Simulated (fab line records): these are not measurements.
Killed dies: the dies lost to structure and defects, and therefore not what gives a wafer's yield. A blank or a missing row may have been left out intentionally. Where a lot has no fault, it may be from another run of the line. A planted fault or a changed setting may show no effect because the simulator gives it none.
Check of tool commonality | flow sky130 | 13 lots, 39 wafers sampled

## REASON FOR OPENING
At SKY_SD_P_CD_MEAS_07 the reading cd_nm is flagged on 2 of 13 lots. Fault-free wafers read 379.7 nm, with a standard deviation of 2.8.
Rule: a lot gets a flag if all its wafers with a number sit over 4 standard deviations from that mean, or if no wafer of it has a number. As for the other lots, they are considered sound.

lot  | measured     | on        | cd_nm (nm), wafer by wafer | flag
L831 | day 25 10:33 | cd_sem-02 | 375.0 372.4 372.5          |
L832 | day 25 18:14 | cd_sem-01 | 379.9 378.6 380.1          |
L833 | day 26 10:17 | cd_sem-02 | 360.2 360.7 361.7          | FLAGGED
L834 | day 26 10:35 | cd_sem-02 | 362.7 363.3 363.7          | FLAGGED
L837 | day 27 19:23 | cd_sem-01 | 379.9 380.2 381.9          |
L843 | day 30 05:11 | cd_sem-02 | 382.9 381.7 381.3          |
L845 | day 30 13:32 | cd_sem-02 | 378.7 376.0 377.2          |
L846 | day 30 22:05 | cd_sem-01 | 381.0 380.5 380.1          |
L847 | day 31 07:34 | cd_sem-01 | 377.3 377.2 375.7          |
L848 | day 31 19:30 | cd_sem-01 | 382.5 384.8 383.0          |
L849 | day 31 22:08 | cd_sem-02 | 381.7 380.4 381.9          |
L850 | day 32 04:52 | cd_sem-01 | 381.2 381.8 379.6          |
L852 | day 32 16:45 | cd_sem-01 | 380.9 380.5 380.4          |
Average over the flagged lots: 362.1 nm; offset from the usual -17.6 nm, equal to -6 standard deviations.

## WHICH TOOL EACH LOT WENT THROUGH
The record holds 1 process step before the reading, out of a route of 708 steps. Every cell lists first the tool, next ch and the chambers used by the sampled wafers, and last the start.
lot  | flag    | SKY_SD_P_DEVELOP_06
L831 |         | litho_track-02 ch 0, day 25 10:25
L832 |         | litho_track-04 ch 0, day 25 18:05
L833 | FLAGGED | litho_track-04 ch 0, day 26 10:08
L834 | FLAGGED | litho_track-04 ch 0, day 26 10:26
L837 |         | litho_track-01 ch 0, day 27 19:14
L843 |         | litho_track-02 ch 0, day 30 05:02
L845 |         | litho_track-02 ch 0, day 30 13:23
L846 |         | litho_track-01 ch 0, day 30 21:56
L847 |         | litho_track-01 ch 0, day 31 07:25
L848 |         | litho_track-02 ch 0, day 31 19:22
L849 |         | litho_track-04 ch 0, day 31 21:59
L850 |         | litho_track-02 ch 0, day 32 04:44
L852 |         | litho_track-02 ch 0, day 32 16:37
These steps, and what they do:
- SKY_SD_P_DEVELOP_06: develop time 60 s.
- SKY_SD_P_CD_MEAS_07: target cd 380 nm.

## FLAGGED OVER TOTAL, TOOL BY TOOL (the gauges that took the reading come last)
step                | tool           | lots run | flagged | share of the flagged lots | sound lots run after its first flagged lot
SKY_SD_P_DEVELOP_06 | litho_track-01 | 3        | 0       | none                      | -
SKY_SD_P_DEVELOP_06 | litho_track-02 | 6        | 0       | none                      | -
SKY_SD_P_DEVELOP_06 | litho_track-04 | 4        | 2       | all                       | 1 (L849)
SKY_SD_P_CD_MEAS_07 | cd_sem-01      | 7        | 0       | none                      | -
SKY_SD_P_CD_MEAS_07 | cd_sem-02      | 6        | 2       | all                       | 3 (L843,L845,L849)

## WHAT THE TABLE ALLOWS
litho_track-04 at SKY_SD_P_DEVELOP_06 and cd_sem-02 at SKY_SD_P_CD_MEAS_07 are the 2 rows of the table that ran each flagged lot.
- litho_track-04 at SKY_SD_P_DEVELOP_06 ran 4 lots, 2 of them flagged. Lots that were sound ran on it after the first flagged one (L849); a persistent fault on the entire tool would not allow that.
- cd_sem-02 at SKY_SD_P_CD_MEAS_07 ran 6 lots, 2 of them flagged. Lots that were sound ran on it after the first flagged one (L843, L845, L849); a persistent fault on the entire tool would not allow that.
Not one row of the table ran every flagged lot while running no sound lot after the first.

## WHAT THE SIMULATOR PUT IN
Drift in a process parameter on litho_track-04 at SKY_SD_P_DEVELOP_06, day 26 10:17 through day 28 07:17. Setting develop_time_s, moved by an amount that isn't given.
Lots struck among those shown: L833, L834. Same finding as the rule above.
